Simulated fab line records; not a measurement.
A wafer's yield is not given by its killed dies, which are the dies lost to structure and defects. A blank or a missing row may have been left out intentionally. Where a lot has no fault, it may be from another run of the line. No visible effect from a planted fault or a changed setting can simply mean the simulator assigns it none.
Which tool did it? :: flow sky130 :: 12 lots, 35 wafers sampled, at 5 steps of a route of 708

WHAT THE GAUGES READ, wafer by wafer
Not one reading of a measure or inspect step in the record can be checked against a usual standard deviation.

WHICH TOOL RAN EACH LOT (tool, then ch and the chambers of the sampled wafers, then the start)
lot: L951
SKY_VIA4_SPUTTER_17: pvdSputter-02, day 43 06:00
SKY_METAL5_SPUTTER_00: pvdSputter-04, day 43 06:42
SKY_PAD_OPEN_ETCH_07: rieDiel-02 ch 0,2, day 46 00:41
SKY_PAD_OPEN_STRIP_08: plasmaAsher-01 ch 0,1, day 46 00:47
SKY_PAD_OPEN_PROBE_99: prober-02, day 46 03:00

lot: L952
SKY_VIA4_SPUTTER_17: pvdSputter-02, day 43 10:34
SKY_METAL5_SPUTTER_00: pvdSputter-04, day 43 11:15
SKY_PAD_OPEN_ETCH_07: rieDiel-01 ch 1,2,3, day 46 06:24
SKY_PAD_OPEN_STRIP_08: plasmaAsher-03 ch 0,1, day 46 06:31
SKY_PAD_OPEN_PROBE_99: prober-01, day 46 08:43

lot: L953
SKY_VIA4_SPUTTER_17: pvdSputter-03, day 43 14:55
SKY_METAL5_SPUTTER_00: pvdSputter-04, day 43 15:36
SKY_PAD_OPEN_ETCH_07: rieDiel-03 ch 0,1,2, day 46 09:44
SKY_PAD_OPEN_STRIP_08: plasmaAsher-03 ch 0,1, day 46 09:50
SKY_PAD_OPEN_PROBE_99: prober-02, day 46 12:06

lot: L955
SKY_VIA4_SPUTTER_17: pvdSputter-03, day 44 07:25
SKY_METAL5_SPUTTER_00: pvdSputter-04, day 44 08:07
SKY_PAD_OPEN_ETCH_07: rieDiel-02 ch 1,2,3, day 47 00:19
SKY_PAD_OPEN_STRIP_08: plasmaAsher-01 ch 0,1, day 47 00:25
SKY_PAD_OPEN_PROBE_99: prober-02, day 47 02:38

lot: L957
SKY_VIA4_SPUTTER_17: pvdSputter-02, day 45 00:40
SKY_METAL5_SPUTTER_00: pvdSputter-02, day 45 01:21
SKY_PAD_OPEN_ETCH_07: rieDiel-03 ch 0,1,2, day 47 16:05
SKY_PAD_OPEN_STRIP_08: plasmaAsher-03 ch 0, day 47 16:11
SKY_PAD_OPEN_PROBE_99: prober-02, day 47 18:29

lot: L958
SKY_VIA4_SPUTTER_17: pvdSputter-02, day 45 06:19
SKY_METAL5_SPUTTER_00: pvdSputter-04, day 45 07:01
SKY_PAD_OPEN_ETCH_07: rieDiel-02 ch 1,2, day 47 20:13
SKY_PAD_OPEN_STRIP_08: plasmaAsher-03 ch 0,1, day 47 20:19
SKY_PAD_OPEN_PROBE_99: prober-01, day 47 22:35

lot: L960
SKY_VIA4_SPUTTER_17: pvdSputter-02, day 45 16:47
SKY_METAL5_SPUTTER_00: pvdSputter-02, day 45 17:28
SKY_PAD_OPEN_ETCH_07: rieDiel-01 ch 0,1, day 48 07:20
SKY_PAD_OPEN_STRIP_08: plasmaAsher-04 ch 0, day 48 07:26
SKY_PAD_OPEN_PROBE_99: prober-01, day 48 09:48

lot: L962
SKY_VIA4_SPUTTER_17: pvdSputter-02, day 46 01:28
SKY_METAL5_SPUTTER_00: pvdSputter-02, day 46 02:10
SKY_PAD_OPEN_ETCH_07: rieDiel-02 ch 0,1,2, day 48 14:52
SKY_PAD_OPEN_STRIP_08: plasmaAsher-01 ch 0,1, day 48 14:58
SKY_PAD_OPEN_PROBE_99: prober-01, day 48 17:11

lot: L966
SKY_VIA4_SPUTTER_17: pvdSputter-02, day 47 04:40
SKY_METAL5_SPUTTER_00: pvdSputter-04, day 47 05:34
SKY_PAD_OPEN_ETCH_07: rieDiel-02 ch 1, day 49 14:05
SKY_PAD_OPEN_STRIP_08: plasmaAsher-04 ch 0, day 49 14:13
SKY_PAD_OPEN_PROBE_99: prober-01, day 49 16:38

lot: L968
SKY_VIA4_SPUTTER_17: pvdSputter-03, day 47 17:05
SKY_METAL5_SPUTTER_00: pvdSputter-01, day 47 17:46
SKY_PAD_OPEN_ETCH_07: rieDiel-03 ch 1,2,3, day 50 02:25
SKY_PAD_OPEN_STRIP_08: plasmaAsher-03 ch 0,1, day 50 02:31
SKY_PAD_OPEN_PROBE_99: prober-01, day 50 04:44

lot: L969
SKY_VIA4_SPUTTER_17: pvdSputter-02, day 47 19:04
SKY_METAL5_SPUTTER_00: pvdSputter-02, day 47 19:46
SKY_PAD_OPEN_ETCH_07: rieDiel-01 ch 0,2, day 50 03:07
SKY_PAD_OPEN_STRIP_08: plasmaAsher-01 ch 0,1, day 50 03:13
SKY_PAD_OPEN_PROBE_99: prober-02, day 50 05:26

lot: L972
SKY_VIA4_SPUTTER_17: pvdSputter-03, day 49 04:08
SKY_METAL5_SPUTTER_00: pvdSputter-04, day 49 04:50
SKY_PAD_OPEN_ETCH_07: rieDiel-02 ch 0,2, day 51 02:47
SKY_PAD_OPEN_STRIP_08: plasmaAsher-01 ch 0,1, day 51 02:53
SKY_PAD_OPEN_PROBE_99: prober-01, day 51 05:06
- SKY_VIA4_SPUTTER_17: material TiN, target thk 20 nm, time 80 s.
- SKY_METAL5_SPUTTER_00: material Ti, target thk 15 nm, time 10 s.
- SKY_PAD_OPEN_ETCH_07: etches the open film in CF4/O2, stops on AlCu, target depth 725 nm, time 161.1 s.
- SKY_PAD_OPEN_STRIP_08: strips in O2/N2.
- SKY_PAD_OPEN_PROBE_99

WHAT THE TOOLS THEMSELVES READ (means of the sampled wafers that have a number; where no wafer has one, the mark that the record gives instead)
SKY_VIA4_SPUTTER_17. Usual: throttleValvePct at 29.6 %, with a standard deviation of 0.72.
lot: L951
tool: pvdSputter-02
throttleValvePct (%): 29.7
flag: 

lot: L952
tool: pvdSputter-02
throttleValvePct (%): 29.7
flag: 

lot: L953
tool: pvdSputter-03
throttleValvePct (%): 29.0
flag: 

lot: L955
tool: pvdSputter-03
throttleValvePct (%): 29.6
flag: 

lot: L957
tool: pvdSputter-02
throttleValvePct (%): 30.1
flag: 

lot: L958
tool: pvdSputter-02
throttleValvePct (%): 30.1
flag: 

lot: L960
tool: pvdSputter-02
throttleValvePct (%): 29.3
flag: 

lot: L962
tool: pvdSputter-02
throttleValvePct (%): 29.4
flag: 

lot: L966
tool: pvdSputter-02
throttleValvePct (%): 30.0
flag: 

lot: L968
tool: pvdSputter-03
throttleValvePct (%): 29.7
flag: 

lot: L969
tool: pvdSputter-02
throttleValvePct (%): 29.7
flag: 

lot: L972
tool: pvdSputter-03
throttleValvePct (%): 29.8
flag: 

SKY_METAL5_SPUTTER_00. Usual: throttleValvePct at 29.6 %, with a standard deviation of 0.95.
lot: L951
tool: pvdSputter-04
throttleValvePct (%): 29.4
flag: 

lot: L952
tool: pvdSputter-04
throttleValvePct (%): 29.9
flag: 

lot: L953
tool: pvdSputter-04
throttleValvePct (%): 30.3
flag: 

lot: L955
tool: pvdSputter-04
throttleValvePct (%): 30.4
flag: 

lot: L957
tool: pvdSputter-02
throttleValvePct (%): 30.0
flag: 

lot: L958
tool: pvdSputter-04
throttleValvePct (%): 29.9
flag: 

lot: L960
tool: pvdSputter-02
throttleValvePct (%): 30.0
flag: 

lot: L962
tool: pvdSputter-02
throttleValvePct (%): 29.7
flag: 

lot: L966
tool: pvdSputter-04
throttleValvePct (%): 30.1
flag: 

lot: L968
tool: pvdSputter-01
throttleValvePct (%): 29.6
flag: 

lot: L969
tool: pvdSputter-02
throttleValvePct (%): 30.0
flag: 

lot: L972
tool: pvdSputter-04
throttleValvePct (%): 29.5
flag: 

SKY_PAD_OPEN_ETCH_07. Usual: drypumpMotorCurrentA 5.8 A, standard deviation 0.4; oesProductAu 0.976 a.u., standard deviation 0.0084; throttleValvePct 5.964 %, standard deviation 0.0096.
lot: L951
tool: rieDiel-02
drypumpMotorCurrentA (A): 5.7
oesProductAu (a.u.): 0.964
throttleValvePct (%): 5.969
flag: 

lot: L952
tool: rieDiel-01
drypumpMotorCurrentA (A): 5.6
oesProductAu (a.u.): 0.979
throttleValvePct (%): 5.958
flag: 

lot: L953
tool: rieDiel-03
drypumpMotorCurrentA (A): 6.0
oesProductAu (a.u.): 0.970
throttleValvePct (%): 5.958
flag: 

lot: L955
tool: rieDiel-02
drypumpMotorCurrentA (A): 5.8
oesProductAu (a.u.): 0.973
throttleValvePct (%): 5.960
flag: 

lot: L957
tool: rieDiel-03
drypumpMotorCurrentA (A): 6.0
oesProductAu (a.u.): 0.968
throttleValvePct (%): 5.950
flag: 

lot: L958
tool: rieDiel-02
drypumpMotorCurrentA (A): 5.7
oesProductAu (a.u.): 0.979
throttleValvePct (%): 5.963
flag: 

lot: L960
tool: rieDiel-01
drypumpMotorCurrentA (A): 5.8
oesProductAu (a.u.): 0.976
throttleValvePct (%): 5.968
flag: 

lot: L962
tool: rieDiel-02
drypumpMotorCurrentA (A): 5.8
oesProductAu (a.u.): 0.974
throttleValvePct (%): 5.958
flag: 

lot: L966
tool: rieDiel-02
drypumpMotorCurrentA (A): 5.7
oesProductAu (a.u.): 0.990
throttleValvePct (%): 5.959
flag: 

lot: L968
tool: rieDiel-03
drypumpMotorCurrentA (A): 5.8
oesProductAu (a.u.): 0.980
throttleValvePct (%): 5.965
flag: 

lot: L969
tool: rieDiel-01
drypumpMotorCurrentA (A): 5.7
oesProductAu (a.u.): 0.981
throttleValvePct (%): 5.968
flag: 

lot: L972
tool: rieDiel-02
drypumpMotorCurrentA (A): 5.9
oesProductAu (a.u.): 0.973
throttleValvePct (%): 5.964
flag: 

SKY_PAD_OPEN_STRIP_08. Usual: drypumpMotorCurrentA 5.75 A, standard deviation 0.26; oesProductAu 0.663 a.u., standard deviation 0.0046; stripTimeToEndpointS 37.02 s, standard deviation 0.096.
lot: L951
tool: plasmaAsher-01
drypumpMotorCurrentA (A): 5.44
oesProductAu (a.u.): 0.663
stripTimeToEndpointS (s): 37.13
flag: 

lot: L952
tool: plasmaAsher-03
drypumpMotorCurrentA (A): 5.93
oesProductAu (a.u.): 0.665
stripTimeToEndpointS (s): 37.05
flag: 

lot: L953
tool: plasmaAsher-03
drypumpMotorCurrentA (A): 5.82
oesProductAu (a.u.): 0.662
stripTimeToEndpointS (s): 36.99
flag: 

lot: L955
tool: plasmaAsher-01
drypumpMotorCurrentA (A): 5.61
oesProductAu (a.u.): 0.662
stripTimeToEndpointS (s): 37.05
flag: 

lot: L957
tool: plasmaAsher-03
drypumpMotorCurrentA (A): 6.05
oesProductAu (a.u.): 0.657
stripTimeToEndpointS (s): 36.98
flag: 

lot: L958
tool: plasmaAsher-03
drypumpMotorCurrentA (A): 5.96
oesProductAu (a.u.): 0.660
stripTimeToEndpointS (s): 36.91
flag: 

lot: L960
tool: plasmaAsher-04
drypumpMotorCurrentA (A): 5.55
oesProductAu (a.u.): 0.662
stripTimeToEndpointS (s): 37.18
flag: 

lot: L962
tool: plasmaAsher-01
drypumpMotorCurrentA (A): 5.44
oesProductAu (a.u.): 0.666
stripTimeToEndpointS (s): 37.07
flag: 

lot: L966
tool: plasmaAsher-04
drypumpMotorCurrentA (A): 5.46
oesProductAu (a.u.): 0.665
stripTimeToEndpointS (s): 37.00
flag: 

lot: L968
tool: plasmaAsher-03
drypumpMotorCurrentA (A): 5.94
oesProductAu (a.u.): 0.660
stripTimeToEndpointS (s): 36.91
flag: 

lot: L969
tool: plasmaAsher-01
drypumpMotorCurrentA (A): 5.62
oesProductAu (a.u.): 0.666
stripTimeToEndpointS (s): 36.98
flag: 

lot: L972
tool: plasmaAsher-01
drypumpMotorCurrentA (A): 5.47
oesProductAu (a.u.): 0.664
stripTimeToEndpointS (s): 36.86
flag: 

SKY_PAD_OPEN_PROBE_99. Usual: defectLimitedYield 82.8 %, standard deviation 2.1; killed_at_M0_to_M3 42, standard deviation 6.6; killed_at_M4_up 3.1, standard deviation 1.9; killedAtContacts 24, standard deviation 5.6; killedAtFrontEnd 15, standard deviation 4.8; killedAtOther 0.3, standard deviation 0.48; killedDies 84, standard deviation 10; killedOpen 47, standard deviation 6.8; killedShort 37, standard deviation 6.8; sort_bin_3_pad_short 0.9 %, standard deviation 0.48; sort_bin_5_function 10.1 %, standard deviation 1.4; sort_bin_6_memory 6.2 %, standard deviation 1.2; sort_bin_8_speed 0.00 %, standard deviation 0.017; sortNPass 408, standard deviation 10; sortYieldPct 82.8 %, standard deviation 2.1.
lot: L951
tool: prober-02
defectLimitedYield (%): 82.5
killed_at_M0_to_M3: 43
killed_at_M4_up: 4.0
killedAtContacts: 24
killedAtFrontEnd: 14
killedAtOther: 0.7
killedDies: 86
killedOpen: 48
killedShort: 38
sort_bin_3_pad_short (%): 0.8
sort_bin_5_function (%): 10.2
sort_bin_6_memory (%): 6.4
sort_bin_8_speed (%): 0.00
sortNPass: 406
sortYieldPct (%): 82.5
flag: 

lot: L952
tool: prober-01
defectLimitedYield (%): 81.2
killed_at_M0_to_M3: 45
killed_at_M4_up: 2.3
killedAtContacts: 23
killedAtFrontEnd: 22
killedAtOther: 0.3
killedDies: 92
killedOpen: 50
killedShort: 42
sort_bin_3_pad_short (%): 0.8
sort_bin_5_function (%): 10.3
sort_bin_6_memory (%): 7.6
sort_bin_8_speed (%): 0.00
sortNPass: 400
sortYieldPct (%): 81.2
flag: 

lot: L953
tool: prober-02
defectLimitedYield (%): 84.8
killed_at_M0_to_M3: 38
killed_at_M4_up: 3.0
killedAtContacts: 24
killedAtFrontEnd: 9
killedAtOther: 1.0
killedDies: 75
killedOpen: 45
killedShort: 30
sort_bin_3_pad_short (%): 0.7
sort_bin_5_function (%): 9.0
sort_bin_6_memory (%): 5.6
sort_bin_8_speed (%): 0.07
sortNPass: 417
sortYieldPct (%): 84.7
flag: OFF

lot: L955
tool: prober-02
defectLimitedYield (%): 83.7
killed_at_M0_to_M3: 37
killed_at_M4_up: 3.0
killedAtContacts: 24
killedAtFrontEnd: 16
killedAtOther: 0.0
killedDies: 80
killedOpen: 48
killedShort: 33
sort_bin_3_pad_short (%): 0.7
sort_bin_5_function (%): 9.3
sort_bin_6_memory (%): 6.3
sort_bin_8_speed (%): 0.00
sortNPass: 412
sortYieldPct (%): 83.7
flag: 

lot: L957
tool: prober-02
defectLimitedYield (%): 83.7
killed_at_M0_to_M3: 40
killed_at_M4_up: 5.7
killedAtContacts: 21
killedAtFrontEnd: 13
killedAtOther: 0.0
killedDies: 80
killedOpen: 43
killedShort: 37
sort_bin_3_pad_short (%): 1.4
sort_bin_5_function (%): 9.5
sort_bin_6_memory (%): 5.4
sort_bin_8_speed (%): 0.00
sortNPass: 412
sortYieldPct (%): 83.7
flag: 

lot: L958
tool: prober-01
defectLimitedYield (%): 83.5
killed_at_M0_to_M3: 36
killed_at_M4_up: 5.7
killedAtContacts: 27
killedAtFrontEnd: 12
killedAtOther: 0.3
killedDies: 81
killedOpen: 45
killedShort: 36
sort_bin_3_pad_short (%): 1.2
sort_bin_5_function (%): 9.6
sort_bin_6_memory (%): 5.8
sort_bin_8_speed (%): 0.00
sortNPass: 411
sortYieldPct (%): 83.5
flag: 

lot: L960
tool: prober-01
defectLimitedYield (%): 83.9
killed_at_M0_to_M3: 39
killed_at_M4_up: 4.7
killedAtContacts: 23
killedAtFrontEnd: 12
killedAtOther: 0.0
killedDies: 79
killedOpen: 46
killedShort: 33
sort_bin_3_pad_short (%): 0.7
sort_bin_5_function (%): 8.6
sort_bin_6_memory (%): 6.8
sort_bin_8_speed (%): 0.00
sortNPass: 413
sortYieldPct (%): 83.9
flag: 

lot: L962
tool: prober-01
defectLimitedYield (%): 83.3
killed_at_M0_to_M3: 42
killed_at_M4_up: 3.0
killedAtContacts: 20
killedAtFrontEnd: 17
killedAtOther: 0.0
killedDies: 82
killedOpen: 47
killedShort: 35
sort_bin_3_pad_short (%): 0.9
sort_bin_5_function (%): 8.9
sort_bin_6_memory (%): 6.8
sort_bin_8_speed (%): 0.00
sortNPass: 410
sortYieldPct (%): 83.3
flag: 

lot: L966
tool: prober-01
defectLimitedYield (%): 77.3
killed_at_M0_to_M3: 49
killed_at_M4_up: 32.5
killedAtContacts: 18
killedAtFrontEnd: 12
killedAtOther: 0.0
killedDies: 112
killedOpen: 42
killedShort: 38
sort_bin_3_pad_short (%): 3.2
sort_bin_5_function (%): 13.6
sort_bin_6_memory (%): 5.8
sort_bin_8_speed (%): 0.00
sortNPass: 380
sortYieldPct (%): 77.3
flag: OFF

lot: L968
tool: prober-01
defectLimitedYield (%): 82.4
killed_at_M0_to_M3: 45
killed_at_M4_up: 2.0
killedAtContacts: 26
killedAtFrontEnd: 14
killedAtOther: 0.0
killedDies: 87
killedOpen: 50
killedShort: 37
sort_bin_3_pad_short (%): 1.1
sort_bin_5_function (%): 10.9
sort_bin_6_memory (%): 5.6
sort_bin_8_speed (%): 0.00
sortNPass: 405
sortYieldPct (%): 82.4
flag: 

lot: L969
tool: prober-02
defectLimitedYield (%): 81.1
killed_at_M0_to_M3: 28
killed_at_M4_up: 25.3
killedAtContacts: 26
killedAtFrontEnd: 12
killedAtOther: 0.3
killedDies: 93
killedOpen: 38
killedShort: 33
sort_bin_3_pad_short (%): 2.2
sort_bin_5_function (%): 11.3
sort_bin_6_memory (%): 5.4
sort_bin_8_speed (%): 0.00
sortNPass: 399
sortYieldPct (%): 81.1
flag: OFF

lot: L972
tool: prober-01
defectLimitedYield (%): 80.1
killed_at_M0_to_M3: 50
killed_at_M4_up: 4.0
killedAtContacts: 28
killedAtFrontEnd: 16
killedAtOther: 0.3
killedDies: 98
killedOpen: 51
killedShort: 46
sort_bin_3_pad_short (%): 1.1
sort_bin_5_function (%): 11.7
sort_bin_6_memory (%): 7.2
sort_bin_8_speed (%): 0.00
sortNPass: 394
sortYieldPct (%): 80.1
flag: 

THE ANSWER, worked out from the rows above alone
Rule: lot off if the mean of its wafers having a number is beyond 3 standard deviations from the usual mean. A lot without any number at a reading at which 4 lots or more have one is off too. All remaining lots with rows at the step are treated as sound. Order of review: gauges by route order, followed by the tools' own readings, for which a lot's mean as printed above is used. The first step at which some lot is off is used, and at that step the reading that is off furthest; a lot without a number counts as furthest.
Off: L966, L969 (SKY_PAD_OPEN_PROBE_99, killed_at_M4_up).
If a tool, at that step or one of the process steps before it, ran each lot that is off and ran no sound lot following the first of them, it fits. One fits: SKY_VIA4_SPUTTER_17 on pvdSputter-02. Its last sound lot is L962 (day 46 01:28), its first lot that is off L966 (day 47 04:40): a fault that began between those two fits.

WHAT WAS PUT IN BY THE SIMULATOR
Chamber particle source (pvdSputter-02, SKY_VIA4_SPUTTER_17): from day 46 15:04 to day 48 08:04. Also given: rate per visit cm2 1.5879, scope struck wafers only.
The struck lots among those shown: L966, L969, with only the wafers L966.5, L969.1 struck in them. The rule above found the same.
